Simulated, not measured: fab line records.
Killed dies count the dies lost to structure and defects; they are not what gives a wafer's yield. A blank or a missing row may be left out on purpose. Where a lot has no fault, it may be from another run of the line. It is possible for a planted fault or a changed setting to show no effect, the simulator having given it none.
fab line records	flow sky130
[record] lots = 11	wafers = 33	last_day = 50
route steps=708 shown SD_P@330 RES_XHIGH@340 LI_CONTACT@374
lots with no fault: from the same line, run without faults
start_h: start of the lot's first displayed wafer, in hours after the record's first day	wait_h: how many hours have passed since the lot's step before this one	" same as the row above	L1.1+2: a row that stands for several wafers	- no value, or no start given	* or withheld: withheld	< > ~ a bound
route shown NAME@n: names a module that has steps shown in the file, with the first one's number in the route	usual: mean/standard deviation taken from wafers without a fault	same: alike in all rows	chamber/n: place in a boat	sites: readings site by site	_std_site: standard deviation of those values	_edge_site: outer sites' mean less inner sites'	radius_mm: for every site, how far away it sits from the centre of the wafer	mask NAME#n: copy n	behind: the tool/chamber that last shaped the wafer	hold: why the lot was held/for how many hours/how that ended	device: which transistor (n, p or np) failed to switch	end of line: tests run on the same wafers once the route is complete	where a step has no rows: the recipe by itself	killed: dies that structure and defects cost at the first sort, which is not the same as the wafer's yield	map: per-die view of a wafer (x killed, . not killed, _ where there is no die)
set.NAME: setting as actually run; set.NAME@STEP: the setting as run at that earlier step	model.NAME: the simulator's own value behind a step, which no gauge read
one table for each step of the route and one row for each wafer, over a sample of lots
services: a tool's chamber out of use, with start hour (start_h, from the record's first day; less than 0 if before it), hours out, and reason
[[steps]]
[step SKY_SD_P_STRIP_10]
[recipe] chemistry = O2/N2	power_w = 1400	pressure_mtorr = 1500	platen_temp_c = withheld	o2_flow_sccm = 3000	n2_flow_sccm = 300	overash_fraction = 0.5
[usual] drypump_motor_current_A = 5.7/0.37	oes_product_au = 0.617/0.0047	strip_time_to_endpoint_s = 17.50/0.04
lot.wafer	tool	chamber	start_h	wait_h	drypump_motor_current_A	oes_product_au	rf_hours_counter_h	strip_time_to_endpoint_s
L795.1	plasma_asher-04	0	583.97	0.1	6.1	0.620	83	17.51
L795.2	"	1	"	"	6.0	0.623	83	17.49
L795.6	"	0	"	"	6.0	0.611	-	17.54
L796.2	plasma_asher-02	1	591.04	0.1	5.4	0.617	77	17.50
L796.3	"	1	"	"	5.4	0.615	-	17.49
L796.6	"	1	"	"	5.4	0.619	-	17.49
L797.2	plasma_asher-04	0	601.72	0.1	6.0	0.606	85	17.46
L797.3	"	0	"	"	6.0	0.609	-	17.44
L797.4	"	1	"	"	6.1	0.617	-	17.45
L800.1	plasma_asher-01	0	634.58	0.1	5.3	0.618	22	17.47
L800.4	"	0	"	"	5.3	0.618	-	17.49
L800.6	"	0	"	"	5.2	0.616	-	17.45
L804.1	plasma_asher-01	1	665.52	0.1	5.2	0.616	25	17.54
L804.2	"	0	"	"	5.3	0.611	25	17.56
L804.6	"	0	"	"	5.2	0.625	-	17.54
L809.1	plasma_asher-02	0	711.88	0.1	5.9	0.607	87	17.47
L809.2	"	1	"	"	5.4	0.610	87	17.48
L809.6	"	0	"	"	5.9	0.620	-	17.49
L814.1	plasma_asher-02	0	749.07	0.1	5.9	0.615	91	17.46
L814.2	"	1	"	"	5.4	0.619	91	17.45
L814.3	"	1	"	"	5.5	0.608	-	17.49
L815.1	plasma_asher-01	0	751.97	0.1	5.2	0.611	31	17.54
L815.2	"	1	"	"	5.2	0.621	31	17.50
L815.6	"	0	"	"	5.2	0.617	-	17.50
L816.1	plasma_asher-04	0	767.64	0.1	6.1	0.619	2	17.57
L816.2	"	1	"	"	6.1	0.619	2	17.59
L816.6	"	0	"	"	6.1	0.623	-	17.57
L818.3	plasma_asher-02	0	785.85	0.1	5.9	0.613	-	17.45
L818.4	"	1	"	"	5.5	0.620	-	17.49
L818.5	"	1	"	"	5.4	0.618	-	17.48
L817.1	plasma_asher-04	1	785.94	0.1	6.1	0.625	3	17.48
L817.3	"	1	"	"	6.1	0.618	-	17.51
L817.5	"	1	"	"	6.1	0.616	-	17.48
[step SKY_RES_XHIGH_STRIP_08]
[recipe] chemistry = O2/N2	power_w = 1400	pressure_mtorr = 1500	platen_temp_c = withheld	o2_flow_sccm = 3000	n2_flow_sccm = 300	overash_fraction = 0.5
[usual] drypump_motor_current_A = 5.6/0.41	oes_product_au = 0.710/0.0045	strip_time_to_endpoint_s = 14.27/0.038
lot.wafer	tool	chamber	start_h	wait_h	drypump_motor_current_A	oes_product_au	rf_hours_counter_h	strip_time_to_endpoint_s
L795.1	plasma_asher-02	0	613.31	0.1	5.8	0.714	79	14.29
L795.2	"	1	"	"	5.5	0.712	79	14.25
L795.6	"	0	"	"	5.9	0.713	-	14.23
L796.2	plasma_asher-03	0	620.27	0.1	5.9	0.708	51	14.24
L796.3	"	0	"	"	5.9	0.716	-	14.25
L796.6	"	1	"	"	6.5	0.703	-	14.25
L797.2	plasma_asher-01	0	630.36	0.1	5.2	0.720	22	14.28
L797.3	"	0	"	"	5.2	0.710	-	14.28
L797.4	"	1	"	"	5.2	0.710	-	14.25
L800.1	plasma_asher-02	0	662.77	0.1	5.9	0.715	81	14.24
L800.4	"	1	"	"	5.5	0.701	-	14.26
L800.6	"	1	"	"	5.5	0.713	-	14.26
L804.1	plasma_asher-02	0	693.52	0.1	5.9	0.709	85	14.20
L804.2	"	1	"	"	5.4	0.708	85	14.22
L804.6	"	1	"	"	5.5	0.710	-	14.24
L809.1	plasma_asher-03	1	740.16	0.1	6.6	0.716	64	14.28
L809.2	"	0	"	"	5.9	0.707	64	14.27
L809.6	"	1	"	"	6.5	0.716	-	14.24
L814.1	plasma_asher-02	0	776.47	0.1	5.9	0.703	94	14.36
L814.2	"	1	"	"	5.4	0.705	94	14.32
L814.3	"	0	"	"	5.9	0.711	-	14.33
L815.1	plasma_asher-01	0	779.56	0.1	5.2	0.706	34	14.33
L815.2	"	1	"	"	5.2	0.713	34	14.27
L815.6	"	1	"	"	5.2	0.717	-	14.29
L816.1	plasma_asher-01	1	794.86	0.1	5.2	0.716	36	14.32
L816.2	"	0	"	"	5.2	0.712	36	14.31
L816.6	"	1	"	"	5.2	0.721	-	14.29
L818.3	plasma_asher-01	0	812.16	0.1	5.2	0.717	-	14.27
L818.4	"	1	"	"	5.2	0.716	-	14.26
L818.5	"	0	"	"	5.2	0.707	-	14.25
L817.1	plasma_asher-02	1	812.61	0.1	5.4	0.708	98	14.29
L817.3	"	0	"	"	5.8	0.707	-	14.29
L817.5	"	1	"	"	5.5	0.710	-	14.27
[step SKY_LI_CONTACT_CD_MEAS_12]
[recipe] target_cd_nm = 170
[usual] cd_nm = 169.8/1.4
lot.wafer	tool	chamber	start_h	wait_h	cd_nm
L795.1	cd_sem-01	-	672.27	-	170.3
L795.2	"	-	"	"	170.7
L795.6	"	-	"	"	170.1
L796.2	cd_sem-01	-	678.94	-	167.6
L796.3	"	-	"	"	169.5
L796.6	"	-	"	"	168.6
L797.2	cd_sem-02	-	687.94	-	169.1
L797.3	"	-	"	"	170.7
L797.4	"	-	"	"	169.1
L800.1	cd_sem-02	-	722.83	-	170.5
L800.4	"	-	"	"	172.7
L800.6	"	-	"	"	172.0
L804.1	cd_sem-02	-	749.87	-	171.2
L804.2	"	-	"	"	169.2
L804.6	"	-	"	"	171.8
L809.1	cd_sem-01	-	796.92	-	170.0
L809.2	"	-	"	"	170.3
L809.6	"	-	"	"	170.9
L814.1	cd_sem-01	-	831.07	-	170.2
L814.2	"	-	"	"	169.9
L814.3	"	-	"	"	168.5
L815.1	cd_sem-02	-	834.17	-	169.1
L815.2	"	-	"	"	169.9
L815.6	"	-	"	"	169.2
L816.1	cd_sem-01	-	849.22	-	172.4
L816.2	"	-	"	"	170.9
L816.6	"	-	"	"	171.4
L818.3	cd_sem-01	-	866.66	-	170.9
L818.4	"	-	"	"	170.8
L818.5	"	-	"	"	170.6
L817.1	cd_sem-01	-	866.97	-	168.2
L817.3	"	-	"	"	168.6
L817.5	"	-	"	"	167.9
[step SKY_LI_CONTACT_CVD_21]
[recipe] material = W	target_thk_nm = 400	time_s = 120.56	temp_c = 400	pressure_torr = 40
[usual] chamber_pressure_Torr = 40.01/0.087	heater_power_w = 889/44
[same] time_s = 120.56
lot.wafer	tool	chamber	start_h	wait_h	chamber_pressure_Torr	heater_power_w
L795.1	cvd_w-02	1	672.99	0.0	40.09	841
L795.2	"	0	"	"	39.92	948
L795.6	"	0	"	"	39.94	965
L796.2	cvd_w-01	0	679.64	0.0	40.18	870
L796.3	"	0	"	"	40.05	851
L796.6	"	0	"	"	40.09	843
L797.2	cvd_w-02	1	688.65	0.0	40.08	842
L797.3	"	1	"	"	40.09	866
L797.4	"	0	"	"	39.98	952
L800.1	cvd_w-02	0	723.54	0.0	40.02	933
L800.4	"	1	"	"	39.98	863
L800.6	"	0	"	"	39.82	959
L804.1	cvd_w-02	0	750.59	0.0	40.00	941
L804.2	"	1	"	"	34.31	841
L804.6	"	1	"	"	34.36	841
L809.1	cvd_w-01	0	797.64	0.0	39.99	856
L809.2	"	1	"	"	40.07	902
L809.6	"	1	"	"	40.00	905
L814.1	cvd_w-01	1	831.79	0.0	40.10	895
L814.2	"	0	"	"	40.14	881
L814.3	"	0	"	"	40.06	821
L815.1	cvd_w-02	0	834.93	0.0	39.99	955
L815.2	"	1	"	"	40.17	860
L815.6	"	0	"	"	40.19	955
L816.1	cvd_w-02	1	849.94	0.0	40.00	855
L816.2	"	0	"	"	39.97	949
L816.6	"	1	"	"	39.99	836
L818.3	cvd_w-01	0	867.41	0.1	40.00	862
L818.4	"	1	"	"	40.04	920
L818.5	"	0	"	"	40.08	861
L817.1	cvd_w-02	1	867.69	0.0	40.03	846
L817.3	"	0	"	"	40.15	970
L817.5	"	0	"	"	40.03	947
[step SKY_LI_CONTACT_RS_MEAS_22]
[recipe] thk_meas_gauge = four-point-probe	reads = W_of_LI_CONTACT_CVD_21+TiN_of_LI_CONTACT_SPUTTER_20+Ti_of_LI_CONTACT_SPUTTER_19
[usual] LI_CONTACT_W_RS = 0.288/0.0033
lot.wafer	tool	chamber	start_h	wait_h	hold	LI_CONTACT_W_RS[ohm/sq]
L795.1	film_metro-03	-	673.11	0.1	-	0.287
L795.2	"	-	"	"	-	0.289
L795.6	"	-	"	"	-	0.291
L796.2	film_metro-04	-	679.78	0.1	-	0.284
L796.3	"	-	"	"	-	0.287
L796.6	"	-	"	"	-	0.286
L797.2	film_metro-03	-	688.80	0.1	-	0.288
L797.3	"	-	"	"	-	0.281
L797.4	"	-	"	"	-	0.288
L800.1	film_metro-03	-	723.67	0.1	-	0.287
L800.4	"	-	"	"	-	0.288
L800.6	"	-	"	"	-	0.285
L804.1	film_metro-01	-	750.71	0.1	await_dispo/0.2h/release	0.287
L804.2	"	-	"	"	await_dispo/0.2h/release	0.313
L804.6	"	-	"	"	await_dispo/0.2h/release	0.312
L804.1	film_metro-01	-	751.00	0.3	-	0.287
L804.2	"	-	"	"	-	0.313
L804.6	"	-	"	"	-	0.312
L809.1	film_metro-03	-	797.76	0.1	-	0.285
L809.2	"	-	"	"	-	0.286
L809.6	"	-	"	"	-	0.287
L814.1	film_metro-03	-	831.91	0.1	-	0.287
L814.2	"	-	"	"	-	0.284
L814.3	"	-	"	"	-	0.289
L815.1	film_metro-04	-	835.06	0.1	-	0.292
L815.2	"	-	"	"	-	0.297
L815.6	"	-	"	"	-	0.292
L816.1	film_metro-04	-	850.06	0.1	-	0.292
L816.2	"	-	"	"	-	0.286
L816.6	"	-	"	"	-	0.290
L818.3	film_metro-04	-	867.54	0.1	-	0.291
L818.4	"	-	"	"	-	0.285
L818.5	"	-	"	"	-	0.286
L817.1	film_metro-01	-	867.81	0.1	-	0.288
L817.3	"	-	"	"	-	0.285
L817.5	"	-	"	"	-	0.287
[step SKY_LI_CONTACT_THK_MEAS_23]
[recipe] thk_meas_gauge = xrf	reads = W_of_LI_CONTACT_CVD_21
[usual] LI_CONTACT_W_THK = 403/6.7
lot.wafer	tool	chamber	start_h	wait_h	hold	LI_CONTACT_W_THK[nm]
L795.1	film_metro-03	-	673.23	0.1	-	398
L795.2	"	-	"	"	-	394
L795.6	"	-	"	"	-	393
L796.2	film_metro-04	-	679.89	0.1	-	418
L796.3	"	-	"	"	-	411
L796.6	"	-	"	"	-	413
L797.2	film_metro-03	-	688.91	0.1	-	396
L797.3	"	-	"	"	-	406
L797.4	"	-	"	"	-	395
L800.1	film_metro-03	-	723.79	0.1	-	401
L800.4	"	-	"	"	-	402
L800.6	"	-	"	"	-	404
L804.1	film_metro-01	-	753.45	2.4	await_dispo/0.2h/release	406
L804.2	"	-	"	"	await_dispo/0.2h/release	371
L804.6	"	-	"	"	await_dispo/0.2h/release	374
L804.1	film_metro-01	-	753.68	0.2	-	408
L804.2	"	-	"	"	-	368
L804.6	"	-	"	"	-	373
L809.1	film_metro-03	-	797.88	0.1	-	404
L809.2	"	-	"	"	-	397
L809.6	"	-	"	"	-	402
L814.1	film_metro-03	-	832.03	0.1	-	402
L814.2	"	-	"	"	-	403
L814.3	"	-	"	"	-	399
L815.1	film_metro-04	-	835.18	0.1	-	399
L815.2	"	-	"	"	-	395
L815.6	"	-	"	"	-	400
L816.1	film_metro-04	-	850.18	0.1	-	394
L816.2	"	-	"	"	-	404
L816.6	"	-	"	"	-	402
L818.3	film_metro-04	-	867.64	0.1	-	403
L818.4	"	-	"	"	-	410
L818.5	"	-	"	"	-	410
L817.1	film_metro-01	-	867.93	0.1	-	409
L817.3	"	-	"	"	-	411
L817.5	"	-	"	"	-	407
[[services]]
tool	chamber	start_h	hours	kind
plasma_asher-01	-	565.73	2.4	repair
plasma_asher-03	-	584.37	3.5	repair
cvd_w-02	1	593.01	29.3	repair
plasma_asher-02	-	599.76	0.6	repair
plasma_asher-02	-	617.27	24.5	repair
plasma_asher-01	-	679.05	14.7	repair
cvd_w-01	-	686.13	2.8	repair
plasma_asher-02	-	691.80	0.5	repair
plasma_asher-01	-	693.75	2.8	pm
plasma_asher-01	-	709.86	2.4	repair
plasma_asher-04	-	733.75	9.0	pm
plasma_asher-04	0	733.75	9.0	vent_cycle
plasma_asher-04	1	733.75	9.0	vent_cycle
plasma_asher-01	-	738.93	9.2	repair
plasma_asher-04	0	742.75	-	clean
plasma_asher-04	1	742.75	-	clean
plasma_asher-04	-	750.26	10.0	pm
plasma_asher-04	-	797.02	2.8	pm
plasma_asher-02	-	812.74	3.3	repair
cvd_w-02	1	832.08	2.5	repair
cvd_w-01	-	841.19	0.8	repair
[[key]]
[first_sign] step = SKY_LI_CONTACT_CVD_21	reading = chamber_pressure_Torr	direction = down	sigmas = 65	usual = 40.01	struck = 34.34
[effect] step = SKY_LI_CONTACT_RS_MEAS_22	reading = visit	direction = added
[effect] step = SKY_LI_CONTACT_RS_MEAS_22	reading = LI_CONTACT_W_RS	direction = up	sigmas = 7.6	usual = 0.288	struck = 0.313
[effect] step = SKY_LI_CONTACT_THK_MEAS_23	reading = visit	direction = added
met_at SKY_LI_CONTACT_CVD_21
struck_lots L804
struck_wafers L804.2,L804.6
tester_left_out L804
not_acting_at SKY_SD_P_STRIP_10,SKY_RES_XHIGH_STRIP_08,SKY_LI_CONTACT_CD_MEAS_12
onset_between 723.54 750.59
[fault] kind = process_parameter_drift	tool = cvd_w-02	chamber = 1	onset_h = 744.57	steps = SKY_LI_CONTACT_CVD_21	channel = pressure_torr	offset = -5.548	shape = step	end_h = 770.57	acts_in = these_recipes_only	stated = 40
// tester_left_out: of these lots the tester's yield and bins aren't shown, on N5 and GAA mostly nor the transistor test; their killed dies are dies lost to structure and defects alone, not to doping, threshold or leakage, so they don't give the yield
